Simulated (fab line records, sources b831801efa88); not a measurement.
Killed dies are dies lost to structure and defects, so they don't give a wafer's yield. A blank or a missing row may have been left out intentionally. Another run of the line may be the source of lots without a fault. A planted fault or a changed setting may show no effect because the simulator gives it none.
Chamber matching ; flow gf180mcu ; GF_V4_CMP_04 on cmp-02 has 3 sister chambers
The step polishes SiO2. 6 wafers are shown with their chamber, then 5 later ones without.

## WAFERS PAIRED WITH THEIR CHAMBERS
wafer;chamber;motor-current-A (A);time-to-endpoint-s (s)
L636.2;0;10.7;77
L638.1;1;12.7;82
L640.4;1;12.0;87
L640.6;2;11.7;86
L641.2;0;11.6;81
L641.3;2;11.7;89

## WAFERS WITHOUT THEIR CHAMBER
wafer;motor-current-A (A);time-to-endpoint-s (s)
L641.6;11.7;81
L655.4;12.0;84
L655.5;11.9;80
L656.2;12.3;84
L656.3;11.8;77

## THE CHAMBER EACH PASSED THROUGH
wafer;from the rows above;in truth
L641.6;can't be placed: 0 or 1 or 2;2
L655.4;can't be placed: 1 or 2 or 0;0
L655.5;can't be placed: 0 or 1 or 2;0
L656.2;can't be placed: 1 or 2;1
L656.3;can't be placed: 0 or 1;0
Correctly placed: 0 of 5. Cannot be placed on the basis of these rows: 5; the candidates contain the true chamber in 5. Placed wrongly: 0.
How it was worked out, from the rows above alone: a wafer's distance from a chamber is the root of the sum, over the readings, of the square of ((its reading less the chamber's mean) divided by the reading's scatter). The wafer belongs to the nearest chamber; if the next one is less than 2 further off, it can't be placed. Each chamber's mean is taken over the wafers shown for it. The scatter is the square root of a quotient: the sum, over the shown wafers, of each reading's squared deviation from its chamber's mean, divided by wafers minus chambers.
